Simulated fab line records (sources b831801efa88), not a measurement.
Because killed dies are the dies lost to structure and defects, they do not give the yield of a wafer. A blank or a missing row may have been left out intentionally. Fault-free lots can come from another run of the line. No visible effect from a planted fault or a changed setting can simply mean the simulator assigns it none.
2 desks looking at one fault + flow gf180mcu + each desk holds nothing but its own numbers, with what lay behind them at the end

== TOOL OWNER'S DESK, pvd-sputter-04 ==
The tool's own readings at GF_V3_SPUTTER_22 (material TiN, target thk 10 nm, time 40 s): means of the sampled wafers that have a number, for each lot that ran on this tool. If a lot's mean is further than 4 standard deviations from the usual mean, the lot is out of limits and carries the mark OUT (the distance appears in the brackets).
Columns: A = cathode-dc-power-W at GF_V3_SPUTTER_22, usual 3999.9 W; B = throttle-valve-pct at GF_V3_SPUTTER_22, usual 29.6 %
| lot  | first seen here | A                        | B    |
|------|-----------------|--------------------------|------|
| L358 | day 24 00:02    | 4000.5                   | 28.5 |
| L369 | day 27 18:38    | 4060.0 (+72) OUT         | 29.3 |
| L370 | day 28 09:41    | 4120.0 (+99 or more) OUT | 29.3 |
Finding of this desk: L369, L370 out of limits; the first was L369 at day 27 18:38, on cathode-dc-power-W at GF_V3_SPUTTER_22. L358: within limits.

== METROLOGY DESK ==
What the gauges read for every lot (on any tool): the sampled wafers with a number, averaged. If a lot's mean is further than 4 standard deviations from the usual mean, the lot is out of limits and carries the mark OUT (the distance appears in the brackets).
Columns: A = cd-nm at GF_V3_CD_MEAS_14, usual 260.1 nm; B = V3_OVL at GF_V3_OVL_MEAS_15, usual -3 nm
| lot  | first seen here | A     | B  |
|------|-----------------|-------|----|
| L358 | day 23 23:11    | 259.9 | -1 |
| L361 | day 24 21:19    | 259.4 | -9 |
| L369 | day 27 17:45    | 259.3 | 0  |
| L370 | day 28 08:52    | 260.3 | -1 |
| L374 | day 29 05:16    | 261.4 | -3 |
| L377 | day 29 23:06    | 261.7 | 1  |
This desk's finding: nothing out of limits on any of the 6 lots.

== ALL TOGETHER ==
The tool owner's desk had the chance to raise an alarm at day 27 18:38 on L369, L370.
Nothing out of limits was seen by the metrology desk.
The metrology desk holds a record of L369, L370, inside its limits.
Of the lots named, all ran GF_V3_SPUTTER_22 on pvd-sputter-04.

== WHAT THE SIMULATOR PUT IN ==
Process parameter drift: pvd-sputter-04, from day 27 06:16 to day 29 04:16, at GF_V3_SPUTTER_22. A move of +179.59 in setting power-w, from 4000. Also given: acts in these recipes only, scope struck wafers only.
Lots struck among those shown: L369, L370.
Each desk's first reading out of limits, in hours after the fault started: the tool owner's desk, 12.
